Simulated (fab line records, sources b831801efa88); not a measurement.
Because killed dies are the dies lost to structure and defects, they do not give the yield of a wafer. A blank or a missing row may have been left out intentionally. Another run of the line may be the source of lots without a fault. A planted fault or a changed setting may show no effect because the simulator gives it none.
What tool caused it? + flow gf180mcu + 24 lots, 72 wafers sampled, at 5 steps of a route of 602

WHAT EACH GAUGE READ, for each wafer
GF_STI_THK_MEAS_04.
| lot  | measured    | on            | STI_CVD_03_THK (nm) |
|------|-------------|---------------|---------------------|
| L074 | day 1 13:35 | film-metro-02 | 208.1 208.1 209.5   |
| L075 | day 1 18:34 | film-metro-03 | 210.9 208.7 211.0   |
| L076 | day 1 23:57 | film-metro-01 | 210.8 209.7 209.8   |
| L077 | day 2 04:35 | film-metro-01 | 209.9 211.7 210.3   |
| L078 | day 2 09:34 | film-metro-01 | 211.0 212.4 208.7   |
| L079 | day 2 14:56 | film-metro-01 | 209.8 210.1 212.6   |
| L080 | day 2 19:34 | film-metro-02 | 208.5 208.4 208.2   |
| L081 | day 3 00:34 | film-metro-03 | 209.5 205.9 208.2   |
| L082 | day 3 05:44 | film-metro-02 | 209.0 207.2 205.8   |
| L083 | day 3 10:34 | film-metro-01 | 206.8 208.4 208.4   |
| L084 | day 3 15:34 | film-metro-02 | 207.4 206.2 206.9   |
| L085 | day 3 20:34 | film-metro-01 | 208.0 208.6 207.4   |
| L086 | day 4 01:42 | film-metro-02 | 207.7 209.0 208.0   |
| L087 | day 4 06:34 | film-metro-03 | 206.3 206.3 207.9   |
| L088 | day 4 12:02 | film-metro-01 | 204.7 203.4 206.3   |
| L089 | day 4 17:55 | film-metro-03 | 208.4 209.0 209.0   |
| L090 | day 4 21:35 | film-metro-01 | 206.1 206.1 204.6   |
| L091 | day 5 02:34 | film-metro-03 | 205.8 204.5 204.7   |
| L092 | day 5 08:05 | film-metro-02 | 203.8 205.4 206.8   |
| L093 | day 5 12:34 | film-metro-03 | 209.0 209.3 208.8   |
| L094 | day 5 17:34 | film-metro-01 | 206.8 204.8 204.6   |
| L095 | day 5 22:34 | film-metro-01 | 205.3 206.9 206.6   |
| L096 | day 6 03:34 | film-metro-01 | 206.7 206.5 205.6   |
| L097 | day 6 08:35 | film-metro-01 | 205.9 206.2 204.9   |

GF_STI_THK_MEAS_22.
| lot  | measured    | on            | STI_OXIDATION_01_THK (nm) |
|------|-------------|---------------|---------------------------|
| L074 | day 2 04:04 | film-metro-02 | 14.97 14.94 15.02         |
| L075 | day 2 08:39 | film-metro-03 | 14.59 15.03 14.82         |
| L076 | day 2 14:19 | film-metro-02 | 14.88 14.58 14.80         |
| L077 | day 2 18:43 | film-metro-03 | 14.72 14.85 14.71         |
| L078 | day 2 23:45 | film-metro-02 | 14.97 14.67 14.74         |
| L079 | day 3 05:39 | film-metro-01 | 15.10 14.98 15.23         |
| L080 | day 3 09:16 | film-metro-01 | 15.00 15.06 15.13         |
| L081 | day 3 14:50 | film-metro-02 | 14.68 14.74 14.80         |
| L082 | day 3 20:44 | film-metro-03 | 15.20 15.39 15.23         |
| L083 | day 4 02:04 | film-metro-02 | 15.46 15.62 15.42         |
| L084 | day 4 08:35 | film-metro-02 | 15.11 15.03 15.37         |
| L085 | day 4 13:19 | film-metro-01 | 14.58 14.43 14.98         |
| L086 | day 4 17:05 | film-metro-03 | 14.79 14.89 14.85         |
| L087 | day 4 21:44 | film-metro-03 | 15.38 15.38 15.34         |
| L088 | day 5 03:56 | film-metro-01 | 15.41 15.44 15.27         |
| L089 | day 5 09:47 | film-metro-02 | 14.97 15.28 14.98         |
| L090 | day 5 13:25 | film-metro-02 | 15.16 14.87 15.01         |
| L091 | day 5 18:54 | film-metro-03 | 15.09 15.06 14.98         |
| L092 | day 6 00:48 | film-metro-03 | 15.18 15.11 14.91         |
| L093 | day 6 05:32 | film-metro-01 | 15.20 15.02 15.00         |
| L094 | day 6 10:19 | film-metro-02 | 14.78 14.72 14.67         |
| L095 | day 6 16:28 | film-metro-01 | 15.20 15.07 15.22         |
| L096 | day 6 22:08 | film-metro-01 | 15.43 15.45 15.33         |
| L097 | day 7 01:48 | film-metro-02 | 15.04 15.02 15.20         |

GF_STI_THK_MEAS_30.
| lot  | measured    | on            | STI_OXIDATION_02_THK (nm) |
|------|-------------|---------------|---------------------------|
| L074 | day 2 06:43 | film-metro-02 | 10.02 10.15 10.11         |
| L075 | day 2 11:29 | film-metro-03 | 10.01 10.09 10.10         |
| L076 | day 2 16:51 | film-metro-01 | 9.99 10.07 9.91           |
| L077 | day 2 21:15 | film-metro-01 | 9.72 9.82 9.70            |
| L078 | day 3 02:17 | film-metro-02 | 10.00 10.14 9.87          |
| L079 | day 3 08:08 | film-metro-02 | 10.07 9.87 9.90           |
| L080 | day 3 11:45 | film-metro-03 | 9.66 9.71 9.82            |
| L081 | day 3 17:21 | film-metro-03 | 9.57 9.59 9.39            |
| L082 | day 3 23:19 | film-metro-03 | 10.04 10.03 9.97          |
| L083 | day 4 05:55 | film-metro-02 | 9.99 10.00 9.86           |
| L084 | day 4 11:23 | film-metro-02 | 10.26 10.32 10.37         |
| L085 | day 4 15:54 | film-metro-01 | 10.38 10.39 10.44         |
| L086 | day 4 19:35 | film-metro-02 | 10.38 10.20 10.29         |
| L087 | day 5 00:15 | film-metro-02 | 9.82 9.91 9.89            |
| L088 | day 5 07:26 | film-metro-03 | 9.83 9.95 10.23           |
| L089 | day 5 12:17 | film-metro-02 | 10.30 10.21 10.17         |
| L090 | day 5 16:18 | film-metro-02 | 10.36 10.39 10.30         |
| L091 | day 5 21:24 | film-metro-01 | 9.84 9.73 9.87            |
| L092 | day 6 04:25 | film-metro-02 | 10.23 10.18 10.05         |
| L093 | day 6 08:01 | film-metro-02 | 10.10 10.16 9.98          |
| L094 | day 6 13:23 | film-metro-02 | 9.87 9.91 9.91            |
| L095 | day 6 19:33 | film-metro-02 | 10.02 9.98 10.14          |
| L096 | day 7 00:39 | film-metro-03 | 9.78 9.75 9.84            |
| L097 | day 7 04:26 | film-metro-02 | 10.04 9.91 10.00          |

GF_VT_IMPLANT_RS_MEAS_47: the measuring method here is four-point-probe.
| lot  | measured     | on            | NWELL_RS (ohm/sq) |
|------|--------------|---------------|-------------------|
| L074 | day 7 15:08  | film-metro-03 | 485.8 488.1 488.1 |
| L075 | day 7 21:28  | film-metro-03 | 486.9 488.0 488.0 |
| L076 | day 8 06:40  | film-metro-02 | 486.2 487.0 486.4 |
| L077 | day 8 10:51  | film-metro-04 | 487.8 486.8 487.5 |
| L078 | day 8 18:47  | film-metro-03 | 487.2 485.1 487.1 |
| L079 | day 9 01:11  | film-metro-02 | 485.0 486.6 486.4 |
| L080 | day 9 07:17  | film-metro-02 | 485.7 484.8 485.4 |
| L081 | day 9 13:56  | film-metro-04 | 487.0 489.3 487.9 |
| L082 | day 9 21:42  | film-metro-02 | 486.8 486.3 487.3 |
| L083 | day 10 04:46 | film-metro-04 | 487.5 489.1 488.7 |
| L084 | day 10 13:02 | film-metro-04 | 487.1 488.1 486.6 |
| L085 | day 10 18:08 | film-metro-04 | 485.2 486.6 487.0 |
| L086 | day 10 23:56 | film-metro-02 | 486.0 484.6 485.9 |
| L087 | day 11 05:04 | film-metro-03 | 488.1 488.4 488.1 |
| L088 | day 11 13:26 | film-metro-03 | 489.9 489.1 488.7 |
| L089 | day 11 19:55 | film-metro-04 | 486.5 487.4 487.8 |
| L090 | day 12 02:16 | film-metro-02 | 486.5 487.5 489.1 |
| L091 | day 12 08:50 | film-metro-02 | 487.2 486.4 487.7 |
| L092 | day 12 17:40 | film-metro-03 | 488.3 488.8 487.9 |
| L093 | day 12 23:38 | film-metro-03 | 486.5 486.6 486.0 |
| L094 | day 13 06:15 | film-metro-03 | 485.8 484.3 485.2 |
| L095 | day 13 13:07 | film-metro-03 | 487.7 487.5 488.7 |
| L096 | day 13 20:13 | film-metro-02 | 488.2 486.6 488.1 |
| L097 | day 14 00:32 | film-metro-02 | 488.4 487.7 486.6 |

EACH LOT AND THE TOOL THAT RAN IT (in order: tool; ch and the chambers of the sampled wafers; start)
| lot  | GF_STI_ETCH_14                  |
|------|---------------------------------|
| L074 | rie-si-02 ch 0,2,3, day 2 01:49 |
| L075 | rie-si-02 ch 0,3, day 2 06:49   |
| L076 | rie-si-02 ch 1,2, day 2 12:37   |
| L077 | rie-si-02 ch 2,3, day 2 17:02   |
| L078 | rie-si-01 ch 0,2,3, day 2 22:05 |
| L079 | rie-si-01 ch 0,1,2, day 3 03:59 |
| L080 | rie-si-02 ch 0,1,3, day 3 07:19 |
| L081 | rie-si-02 ch 0,1, day 3 13:10   |
| L082 | rie-si-02 ch 0,1, day 3 19:04   |
| L083 | rie-si-02 ch 0,1, day 4 00:23   |
| L084 | rie-si-02 ch 1,2,3, day 4 04:58 |
| L085 | rie-si-02 ch 2,3, day 4 10:22   |
| L086 | rie-si-01 ch 1,2,3, day 4 15:25 |
| L087 | rie-si-02 ch 0,1,2, day 4 20:04 |
| L088 | rie-si-02 ch 0,2, day 5 02:16   |
| L089 | rie-si-02 ch 1,2, day 5 08:07   |
| L090 | rie-si-02 ch 1,2,3, day 5 11:40 |
| L091 | rie-si-01 ch 1,3, day 5 17:14   |
| L092 | rie-si-01 ch 0,1,2, day 5 23:08 |
| L093 | rie-si-01 ch 1,2, day 6 03:16   |
| L094 | rie-si-01 ch 0,1, day 6 08:17   |
| L095 | rie-si-02 ch 0,3, day 6 13:58   |
| L096 | rie-si-02 ch 0,2, day 6 18:32   |
| L097 | rie-si-02 ch 1,2,3, day 7 00:07 |
- GF_STI_ETCH_14: etches Si in HBr/Cl2/O2, target depth 360 nm, time 102.9 s.

AS READ BY THE TOOLS THEMSELVES (means over the sampled wafers that have a number; for cases with no such wafer, the mark the record gives instead)
GF_STI_ETCH_14.
| lot  | tool      | HBr_flow_sccm (sccm) | chamber-pressure-mTorr (mTorr) | drypump-motor-current-A (A) | oes-product-au (a.u.) | throttle-valve-pct (%) |
|------|-----------|----------------------|--------------------------------|-----------------------------|-----------------------|------------------------|
| L074 | rie-si-02 | 149.9                | 14.992                         | 5.3                         | 1.003                 | 25.660                 |
| L075 | rie-si-02 | 150.4                | 15.013                         | 5.0                         | 1.003                 | 25.661                 |
| L076 | rie-si-02 | 149.5                | 14.998                         | 5.6                         | 0.993                 | 25.663                 |
| L077 | rie-si-02 | 149.9                | 15.017                         | 5.1                         | 1.002                 | 25.648                 |
| L078 | rie-si-01 | 150.1                | 14.998                         | 5.4                         | 0.997                 | 25.663                 |
| L079 | rie-si-01 | 149.3                | 15.004                         | 5.1                         | 0.994                 | 25.666                 |
| L080 | rie-si-02 | 150.1                | 15.000                         | 5.3                         | 1.008                 | 25.661                 |
| L081 | rie-si-02 | 150.2                | 14.991                         | 5.7                         | 1.002                 | 25.654                 |
| L082 | rie-si-02 | 150.2                | 14.984                         | 5.5                         | 0.996                 | 25.654                 |
| L083 | rie-si-02 | 150.1                | 15.006                         | 5.7                         | 1.001                 | 25.661                 |
| L084 | rie-si-02 | 150.0                | 14.989                         | 5.4                         | 0.997                 | 25.659                 |
| L085 | rie-si-02 | 150.0                | 14.986                         | 5.1                         | 1.019                 | 25.647                 |
| L086 | rie-si-01 | 149.8                | 14.996                         | 5.4                         | 0.988                 | 25.661                 |
| L087 | rie-si-02 | 150.2                | 15.009                         | 5.6                         | 1.006                 | 25.665                 |
| L088 | rie-si-02 | 150.0                | 15.008                         | 5.6                         | 0.997                 | 25.660                 |
| L089 | rie-si-02 | 150.1                | 14.996                         | 5.7                         | 0.997                 | 25.660                 |
| L090 | rie-si-02 | 150.2                | 15.001                         | 5.4                         | 1.005                 | 25.652                 |
| L091 | rie-si-01 | 150.3                | 15.009                         | 5.3                         | 0.987                 | 25.665                 |
| L092 | rie-si-01 | 149.9                | 15.007                         | 5.1                         | 0.998                 | 25.646                 |
| L093 | rie-si-01 | 149.9                | 14.986                         | 5.2                         | 0.994                 | 25.658                 |
| L094 | rie-si-01 | 149.7                | 14.996                         | 5.0                         | 0.993                 | 25.664                 |
| L095 | rie-si-02 | 150.3                | 14.997                         | 5.2                         | 1.002                 | 25.659                 |
| L096 | rie-si-02 | 150.2                | 15.003                         | 5.6                         | 0.994                 | 25.655                 |
| L097 | rie-si-02 | 149.7                | 14.985                         | 5.4                         | 1.003                 | 25.651                 |

THE ANSWER, worked out from the rows above alone
Rule: the usual values come from the lots themselves. Put in order of their means at a reading, lots are off if they are a third of the lots or fewer, leave a main group of 4 or more, and stand apart from it by a gap of 3 or more times the standard deviation of the main group's means; of several such gaps the widest counts. The tables above print the reading to a certain number of digits; a main group whose means all agree to those digits is not used. Also off: a lot with no number at a reading for which 4 or more lots have one. The other lots that the step has rows for count as sound. Order of review: gauges by route order, followed by the tools' own readings, for which a lot's mean as printed above is used. At the first step where some lot is off, the reading lying furthest off is the one used; lots without a number count as furthest.
No lot is off at any reading shown: from this, nothing can be told.

WHAT THE SIMULATOR HAD PUT IN
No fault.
